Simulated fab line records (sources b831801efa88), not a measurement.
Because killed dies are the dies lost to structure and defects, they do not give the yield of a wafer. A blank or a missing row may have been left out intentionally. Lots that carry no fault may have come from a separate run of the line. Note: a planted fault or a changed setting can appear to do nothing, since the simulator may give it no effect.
Which tool is to blame? ; flow sfq_line ; 14 lots, 42 wafers sampled, at 1 step of a route of 325

## WHAT EACH GAUGE READ, for each wafer
SFQ_INCOMING_BOW_MEAS_900. Usual: INCOMING_BOW gives 0 um (standard deviation 6.3).
lot;measured;on;INCOMING_BOW (um);flag
L557;day 1 15:00;film_metro-01;-16 -9 8;
L558;day 1 20:00;film_metro-04;3 1 -2;
L559;day 2 01:00;film_metro-04;2 -10 12;
L560;day 2 06:00;film_metro-04;4 -2 3;
L561;day 2 11:00;film_metro-01;3 -1 3;
L563;day 2 21:01;film_metro-04;-11 9 -10;
L564;day 3 02:00;film_metro-01;4 9 -6;
L565;day 3 07:00;film_metro-01;-1 2 -8;
L569;day 4 03:02;film_metro-01;4 15 2;
L571;day 4 13:02;film_metro-02;0 5 5;
L575;day 5 09:02;film_metro-04;10 -6 6;
L577;day 5 19:00;film_metro-04;3 -8 -1;
L578;day 6 00:01;film_metro-02;-1 -2 -2;
L579;day 6 05:00;film_metro-04;-4 -3 -2;

## TOOL THAT RAN EACH LOT (tool first, then ch and the chambers of the sampled wafers, then the start)
Before these readings, the record contains no process step.

## AS READ BY THE TOOLS THEMSELVES (means over the sampled wafers that have a number; for cases with no such wafer, the mark the record gives instead)
The record holds no such reading with a usual standard deviation.

## THE ANSWER, worked out from the rows above alone
Rule: a lot counts as off when the mean over its wafers that have a number is more than 3 standard deviations away from the usual mean. A lot without any number at a reading at which 4 lots or more have one is off too. Where the step has rows for the other lots, those lots are counted as sound. First the gauges in route order, then the tools' own readings, where a lot's mean is used as printed above. At the first step where some lot is off, the reading lying furthest off is the one used; lots without a number count as furthest.
Across all readings shown, no lot is off: no conclusion can be drawn from this.

## WHAT THE SIMULATOR PUT IN
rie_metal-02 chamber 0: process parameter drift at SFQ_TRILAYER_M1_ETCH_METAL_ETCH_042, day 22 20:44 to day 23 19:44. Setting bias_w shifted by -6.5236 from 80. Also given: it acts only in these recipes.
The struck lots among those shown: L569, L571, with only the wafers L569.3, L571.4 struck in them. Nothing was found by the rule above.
